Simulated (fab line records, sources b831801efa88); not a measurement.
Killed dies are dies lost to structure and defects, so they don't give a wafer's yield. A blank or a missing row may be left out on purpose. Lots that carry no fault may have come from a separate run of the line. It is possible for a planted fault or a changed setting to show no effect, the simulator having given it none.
Chamber matching ; flow gf180mcu ; hdpcvd-02 running GF_V3_CVD_00: 3 sister chambers
The step deposits SiO2, target thk 600 nm, time 100 s. 6 wafers are shown with their chamber, then 7 later ones without.

WAFERS WITH THEIR CHAMBER
wafer;chamber;sih4 flow sccm (sccm)
L257.6;1;59.92
L261.4;0;60.12
L268.4;1;59.96
L268.5;2;59.94
L270.2;2;60.06
L270.4;0;59.85

WAFERS WITH NO CHAMBER GIVEN
wafer;sih4 flow sccm (sccm)
L270.6;60.08
L271.1;59.82
L271.3;59.80
L271.4;59.77
L275.3;59.64
L275.5;60.04
L275.6;60.09

THE CHAMBER EACH PASSED THROUGH
wafer;from the rows above;in truth
L270.6;can't be placed: 2 or 0 or 1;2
L271.1;can't be placed: 1 or 0 or 2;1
L271.3;can't be placed: 1 or 0 or 2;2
L271.4;can't be placed: 1 or 0 or 2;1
L275.3;can't be placed: 1 or 0 or 2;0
L275.5;can't be placed: 2 or 0 or 1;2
L275.6;can't be placed: 2 or 0 or 1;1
0 of 7 placed correctly. These rows do not allow placing 7 (true chamber among the candidates in 7). Wrongly placed: 0.
How it was worked out, from the rows above alone: a wafer's distance from a chamber is the root of the sum, over the readings, of the square of ((its reading less the chamber's mean) divided by the reading's scatter). The wafer belongs to the nearest chamber; if the next one is less than 2 further off, it can't be placed. The mean given for a chamber averages the wafers shown for that chamber. The scatter: take each reading less its chamber's mean, square it, sum over the shown wafers, divide by the number of wafers less the number of chambers, and take the root.
